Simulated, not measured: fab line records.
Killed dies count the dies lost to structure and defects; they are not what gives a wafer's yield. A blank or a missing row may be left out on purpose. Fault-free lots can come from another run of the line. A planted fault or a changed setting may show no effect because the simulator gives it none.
Which tool is to blame? | flow gf180mcu | 15 lots, 45 wafers sampled, at 6 steps of a route of 602

## WHAT THE GAUGES SHOWED, per wafer
GF_MVSD_TW_MEAS_11.
lot  | measured     | on            | MVSD_TW
L412 | day 4 09:32  | film_metro-04 | 1579 1580 1590
L413 | day 4 16:34  | film_metro-03 | 1561 1561 1558
L415 | day 5 04:37  | film_metro-03 | 1575 1567 1564
L416 | day 5 09:46  | film_metro-04 | 1583 1581 1585
L417 | day 5 16:17  | film_metro-03 | 1565 1568 1565
L418 | day 5 22:14  | film_metro-03 | 1554 1563 1559
L419 | day 6 04:09  | film_metro-01 | 1573 1565 1569
L420 | day 6 07:47  | film_metro-03 | 1582 1581 1582
L421 | day 6 17:10  | film_metro-03 | 1578 1586 1585
L424 | day 7 08:31  | film_metro-01 | 1579 1584 1593
L429 | day 8 15:55  | film_metro-01 | 1582 1586 1584
L430 | day 8 20:22  | film_metro-01 | 1520 1524 1518
L431 | day 9 00:33  | film_metro-03 | 1506 1515 1515
L432 | day 9 08:10  | film_metro-03 | 1508 1515 1514
L435 | day 10 01:17 | film_metro-03 | 1557 1569 1559

GF_VT_IMPLANT_RS_MEAS_46: measures by four-point-probe.
lot  | measured     | on            | MVSD_RS (ohm/sq)
L412 | day 7 10:50  | film_metro-01 | 456.0 456.3 457.3
L413 | day 7 20:12  | film_metro-04 | 458.0 458.4 457.8
L415 | day 8 11:13  | film_metro-04 | 455.8 456.1 457.4
L416 | day 8 16:09  | film_metro-03 | 456.7 456.5 455.4
L417 | day 8 23:40  | film_metro-01 | 455.0 454.7 455.5
L418 | day 9 06:42  | film_metro-01 | 457.9 457.3 456.5
L419 | day 9 14:44  | film_metro-03 | 457.1 456.9 456.9
L420 | day 9 17:32  | film_metro-01 | 456.2 457.0 455.9
L421 | day 10 04:33 | film_metro-01 | 458.7 456.7 456.8
L424 | day 10 23:11 | film_metro-04 | 457.3 456.9 457.0
L429 | day 12 10:08 | film_metro-04 | 456.8 456.3 454.8
L430 | day 12 15:50 | film_metro-04 | - - -
L431 | day 12 21:26 | film_metro-03 | - - -
L432 | day 13 05:17 | film_metro-01 | - - -
L435 | day 13 23:11 | film_metro-04 | 458.1 456.0 457.0

GF_DUAL_GATE_OVL_MEAS_11.
lot  | measured     | on         | DUAL_GATE_OVL (nm)
L412 | day 8 05:47  | overlay-01 | -2.1 -1.7 -1.1
L413 | day 8 14:59  | overlay-01 | -1.0 -3.7 -3.3
L415 | day 9 06:29  | overlay-02 | 0.1 -0.6 0.3
L416 | day 9 11:47  | overlay-01 | -0.3 -0.9 1.4
L417 | day 9 19:36  | overlay-01 | -0.9 1.0 -1.7
L418 | day 10 03:23 | overlay-01 | -2.4 0.0 -1.5
L419 | day 10 10:36 | overlay-02 | 1.1 2.4 -0.6
L420 | day 10 12:53 | overlay-01 | -2.2 0.7 -1.4
L421 | day 11 03:05 | overlay-02 | -0.5 -0.5 -2.1
L424 | day 11 19:29 | overlay-01 | -1.1 -2.2 -0.1
L429 | day 13 07:50 | overlay-02 | -1.2 -2.2 -2.5
L435 | day 14 22:08 | overlay-02 | -1.8 -0.4 -0.2

GF_HV_LDD_CD_MEAS_07: the cd target is 400 nm.
lot  | measured     | on        | cd_nm (nm)
L412 | day 9 21:36  | cd_sem-01 | 398.6 399.0 398.9
L413 | day 10 07:47 | cd_sem-01 | 398.0 399.2 398.5
L415 | day 10 22:53 | cd_sem-02 | 402.0 402.2 401.4
L416 | day 11 04:26 | cd_sem-01 | 401.0 400.6 400.6
L417 | day 11 13:14 | cd_sem-01 | 402.5 405.3 403.8
L418 | day 11 22:16 | cd_sem-02 | 401.8 400.2 401.7
L419 | day 12 06:29 | cd_sem-02 | 400.8 399.3 401.0
L420 | day 12 08:38 | cd_sem-01 | 400.9 397.0 395.9
L421 | day 12 23:01 | cd_sem-01 | 399.4 400.6 397.7
L424 | day 13 16:20 | cd_sem-01 | 403.3 401.2 400.5
L429 | day 15 07:05 | cd_sem-02 | 398.5 400.6 399.3
L435 | day 16 22:53 | cd_sem-01 | 398.7 398.4 398.8

## WHICH TOOL RAN EACH LOT (tool, then ch and the chambers of the sampled wafers, then the start)
lot  | GF_MVSD_IMPLANT_09              | GF_DUAL_GATE_STRIP_13
L412 | implanter-04 ch 0, day 4 09:17  | plasma_asher-01 ch 0,1, day 8 05:54
L413 | implanter-02 ch 0, day 4 16:19  | plasma_asher-04 ch 0,1, day 8 15:06
L415 | implanter-02 ch 0, day 5 04:22  | plasma_asher-04 ch 0,1, day 9 06:36
L416 | implanter-02 ch 0, day 5 09:31  | plasma_asher-04 ch 0,1, day 9 11:54
L417 | implanter-04 ch 0, day 5 16:04  | plasma_asher-01 ch 0,1, day 9 19:44
L418 | implanter-02 ch 0, day 5 22:00  | plasma_asher-01 ch 0,1, day 10 03:31
L419 | implanter-04 ch 0, day 6 03:56  | plasma_asher-04 ch 0,1, day 10 10:44
L420 | implanter-04 ch 0, day 6 07:32  | plasma_asher-04 ch 0, day 10 13:00
L421 | implanter-01 ch 0, day 6 16:54  | plasma_asher-04 ch 0, day 11 03:12
L424 | implanter-01 ch 0, day 7 08:16  | plasma_asher-02 ch 0,1, day 11 19:45
L429 | implanter-02 ch 0, day 8 15:40  | plasma_asher-04 ch 0,1, day 13 08:02
L430 | implanter-04, day 8 20:07       | -
L431 | implanter-02, day 9 00:21       | -
L432 | implanter-01, day 9 07:55       | -
L435 | implanter-01 ch 0, day 10 01:02 | plasma_asher-01 ch 0,1, day 14 22:15
- GF_MVSD_IMPLANT_09
- GF_DUAL_GATE_STRIP_13: strips in O2/N2.

## WHAT THE TOOLS THEMSELVES READ (means of the sampled wafers that have a number; where no wafer has one, the mark that the record gives instead)
GF_MVSD_IMPLANT_09.
lot  | tool         | beam_energy_keV | beam_on_s (s)
L412 | implanter-04 | 100.04          | 10.11
L413 | implanter-02 | 100.02          | 10.08
L415 | implanter-02 | 99.95           | 10.14
L416 | implanter-02 | 99.96           | 9.96
L417 | implanter-04 | 99.97           | 10.02
L418 | implanter-02 | 99.99           | 9.93
L419 | implanter-04 | 99.99           | 10.00
L420 | implanter-04 | 100.01          | 9.93
L421 | implanter-01 | 100.01          | 10.17
L424 | implanter-01 | 99.95           | 10.04
L429 | implanter-02 | 100.04          | 10.10
L430 | implanter-04 | -               | -
L431 | implanter-02 | -               | -
L432 | implanter-01 | -               | -
L435 | implanter-01 | 100.00          | 9.97

GF_DUAL_GATE_STRIP_13.
lot  | tool            | drypump_motor_current_A (A) | heater_power_w (W) | n2_flow_sccm (sccm) | oes_product_au (a.u.) | strip_time_to_endpoint_s (s)
L412 | plasma_asher-01 | 6.2                         | 325                | 299.8               | 0.721                 | 12.68
L413 | plasma_asher-04 | 5.8                         | 335                | 299.5               | 0.716                 | 12.66
L415 | plasma_asher-04 | 5.9                         | 320                | 299.2               | 0.712                 | 12.70
L416 | plasma_asher-04 | 5.8                         | 339                | 300.0               | 0.721                 | 12.65
L417 | plasma_asher-01 | 6.2                         | 324                | 299.2               | 0.716                 | 12.65
L418 | plasma_asher-01 | 5.8                         | 318                | 299.7               | 0.714                 | 12.63
L419 | plasma_asher-04 | 5.9                         | 323                | 300.4               | 0.717                 | 12.63
L420 | plasma_asher-04 | 5.8                         | 341                | 299.7               | 0.714                 | 12.61
L421 | plasma_asher-04 | 5.8                         | 335                | 301.1               | 0.718                 | 12.59
L424 | plasma_asher-02 | 6.2                         | 315                | 299.7               | 0.718                 | 12.70
L429 | plasma_asher-04 | 5.9                         | 330                | 300.3               | 0.715                 | 12.67
L435 | plasma_asher-01 | 5.7                         | 322                | 299.8               | 0.721                 | 12.59

## THE ANSWER, worked out from the rows above alone
Rule: what is usual is taken from the lots themselves. The widest of any qualifying gaps counts: lots, ordered by their means at a reading, are off when they make up no more than a third of the lots, leave a main group of 4 or more, and stand apart from it by 3 or more times the standard deviation of that group's means. The tables above print the reading to a certain number of digits; a main group whose means all agree to those digits is not used. A lot without any number at a reading at which 4 lots or more have one is off too. The other lots that the step has rows for count as sound. First the gauges in route order, then the tools' own readings, where a lot's mean is used as printed above. The first step at which some lot is off is used, and at that step the reading that is off furthest; a lot without a number counts as furthest.
Off: at GF_MVSD_TW_MEAS_11 (MVSD_TW), L430, L431, L432. The main group: mean 1574, standard deviation 10.
If a tool, at a process step before that reading, ran all the lots that are off and no sound lot after the first of them, it fits. Not tried: the gauges at GF_MVSD_TW_MEAS_11; whatever is off there is also off at GF_MVSD_IMPLANT_09, on other tools, and gauge error can't account for it. None of those tried fits.

## WHAT WAS PUT IN BY THE SIMULATOR
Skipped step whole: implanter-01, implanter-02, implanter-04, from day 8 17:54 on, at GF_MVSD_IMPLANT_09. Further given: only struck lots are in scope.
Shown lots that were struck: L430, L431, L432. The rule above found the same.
